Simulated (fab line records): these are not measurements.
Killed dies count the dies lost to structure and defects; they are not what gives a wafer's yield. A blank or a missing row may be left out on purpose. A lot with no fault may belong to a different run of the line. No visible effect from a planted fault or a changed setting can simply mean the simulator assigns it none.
What tool caused it? + flow gf180mcu + 42 wafers from 14 lots sampled at 3 of the route's 602 steps

== WHAT THE GAUGES READ, wafer by wafer ==
GF_M4_RS_MEAS_05: measures by four-point-probe. Usual: M4_ALCU_RS gives 0.0695 ohm/sq (standard deviation 0.00094).
| lot  | measured     | on            | M4_ALCU_RS (ohm/sq)  | flag |
|------|--------------|---------------|----------------------|------|
| L846 | day 22 16:41 | film-metro-04 | 0.0686 0.0699 0.0687 |      |
| L845 | day 22 21:41 | film-metro-04 | 0.0694 0.0686 0.0678 |      |
| L848 | day 23 14:43 | film-metro-04 | 0.0714 0.0709 0.0709 |      |
| L849 | day 23 16:17 | film-metro-03 | 0.0703 0.0701 0.0693 |      |
| L850 | day 24 03:49 | film-metro-03 | 0.0696 0.0691 0.0700 |      |
| L851 | day 24 10:28 | film-metro-04 | 0.0695 0.0699 0.0697 |      |
| L852 | day 24 20:38 | film-metro-04 | 0.0705 0.0696 0.0688 |      |
| L853 | day 25 04:42 | film-metro-01 | 0.0690 0.0689 0.0696 |      |
| L854 | day 25 11:30 | film-metro-03 | 0.0691 0.0690 0.0688 |      |
| L856 | day 26 04:04 | film-metro-03 | 0.0693 0.0685 0.0692 |      |
| L857 | day 26 04:24 | film-metro-04 | 0.0692 0.0709 0.0707 |      |
| L858 | day 27 03:59 | film-metro-04 | 0.0689 0.0684 0.0688 |      |
| L859 | day 27 07:19 | film-metro-01 | 0.0696 0.0688 0.0686 |      |
| L860 | day 27 13:20 | film-metro-04 | 0.0697 0.0689 0.0690 |      |

GF_V4_CD_MEAS_14: target cd 260 nm. Usual: cd-nm reads 259.2 nm (standard deviation 1.3).
| lot  | measured     | on        | cd-nm (nm)        | flag |
|------|--------------|-----------|-------------------|------|
| L846 | day 24 14:35 | cd-sem-02 | 261.2 261.4 260.5 |      |
| L845 | day 24 20:08 | cd-sem-02 | 260.5 260.0 260.4 |      |
| L848 | day 25 11:50 | cd-sem-02 | 259.8 259.1 259.1 |      |
| L849 | day 25 13:06 | cd-sem-01 | 258.9 258.3 260.0 |      |
| L850 | day 25 23:42 | cd-sem-02 | 258.8 258.0 257.8 |      |
| L851 | day 26 06:42 | cd-sem-02 | 259.9 258.9 259.7 |      |
| L852 | day 26 16:29 | cd-sem-02 | 257.8 258.2 258.5 |      |
| L853 | day 27 00:05 | cd-sem-01 | 260.7 261.0 261.1 |      |
| L854 | day 27 07:04 | cd-sem-01 | 260.6 260.9 259.5 |      |
| L856 | day 27 22:32 | cd-sem-02 | 257.7 257.8 258.1 |      |
| L857 | day 27 23:13 | cd-sem-02 | 258.4 258.7 258.7 |      |
| L858 | day 28 21:20 | cd-sem-02 | 258.5 258.5 257.3 |      |
| L859 | day 28 23:59 | cd-sem-02 | - - -             | OFF  |
| L860 | day 29 05:56 | cd-sem-02 | - - -             | OFF  |

== TOOL THAT RAN EACH LOT (tool first, then ch and the chambers of the sampled wafers, then the start) ==
| lot  | GF_V4_EXPOSE_11                   |
|------|-----------------------------------|
| L846 | krf-scanner-02 ch 0, day 24 03:53 |
| L845 | krf-scanner-01 ch 0, day 24 09:10 |
| L848 | krf-scanner-02 ch 0, day 25 01:36 |
| L849 | krf-scanner-02 ch 0, day 25 02:26 |
| L850 | krf-scanner-02 ch 0, day 25 13:51 |
| L851 | krf-scanner-01 ch 0, day 25 20:14 |
| L852 | krf-scanner-01 ch 0, day 26 06:08 |
| L853 | krf-scanner-01 ch 0, day 26 13:32 |
| L854 | krf-scanner-01 ch 0, day 26 21:06 |
| L856 | krf-scanner-02 ch 0, day 27 12:31 |
| L857 | krf-scanner-02 ch 0, day 27 13:07 |
| L858 | krf-scanner-01 ch 0, day 28 11:28 |
| L859 | krf-scanner-01, day 28 14:20      |
| L860 | krf-scanner-01, day 28 20:50      |
- GF_V4_EXPOSE_11: exposes mask Via4, target cd 260 nm.

== WHAT THE TOOLS THEMSELVES READ (means of the sampled wafers that have a number; where no wafer has one, the mark that the record gives instead) ==
GF_V4_EXPOSE_11. Usual: exposure-dose-mJ-cm2 37.99, standard deviation 0.034; focus-offset-nm 0.2 nm, standard deviation 0.56.
| lot  | tool           | exposure-dose-mJ-cm2 | focus-offset-nm (nm) | flag |
|------|----------------|----------------------|----------------------|------|
| L846 | krf-scanner-02 | 38.00                | 0.7                  |      |
| L845 | krf-scanner-01 | 38.01                | 0.3                  |      |
| L848 | krf-scanner-02 | 37.99                | -0.5                 |      |
| L849 | krf-scanner-02 | 37.98                | 0.0                  |      |
| L850 | krf-scanner-02 | 37.95                | 0.7                  |      |
| L851 | krf-scanner-01 | 37.98                | 0.1                  |      |
| L852 | krf-scanner-01 | 37.99                | 0.5                  |      |
| L853 | krf-scanner-01 | 38.02                | 0.0                  |      |
| L854 | krf-scanner-01 | 37.98                | 0.3                  |      |
| L856 | krf-scanner-02 | 37.98                | 0.4                  |      |
| L857 | krf-scanner-02 | 38.00                | -0.8                 |      |
| L858 | krf-scanner-01 | 37.96                | -0.3                 |      |
| L859 | krf-scanner-01 | -                    | -                    | OFF  |
| L860 | krf-scanner-01 | -                    | -                    | OFF  |

== THE ANSWER, worked out from the rows above alone ==
Rule: lot off if the mean of its wafers having a number is beyond 3 standard deviations from the usual mean. A lot without any number at a reading at which 4 lots or more have one is off too. The other lots that the step has rows for count as sound. The gauges are gone through in route order, then the tools' own readings, and for those a lot's mean is taken as printed above. At the first step where some lot is off, the reading lying furthest off is the one used; lots without a number count as furthest.
Off, at GF_V4_CD_MEAS_14 on cd-nm: L859, L860. Without a number there: L859, L860.
If a tool, at a process step before that reading, ran all the lots that are off and no sound lot after the first of them, it fits. The gauges at GF_V4_CD_MEAS_14 aren't tried: what is off there is off at GF_V4_EXPOSE_11 too, on other tools, and a gauge's error can't cause that. One candidate fits, namely krf-scanner-01 at GF_V4_EXPOSE_11. A fault onset in the window from L858 (day 28 11:28, its last sound lot) to L859 (day 28 14:20, its first lot off) fits.
Blank at GF_V4_EXPOSE_11 on the lots that are off, where sound lots have numbers: exposure-dose-mJ-cm2, focus-offset-nm.

== WHAT THE SIMULATOR HAD INSERTED ==
Whole step skipped at GF_V4_EXPOSE_11 on krf-scanner-01, starting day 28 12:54. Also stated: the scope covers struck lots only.
Shown lots that were struck: L859, L860. This agrees with what the rule above found.
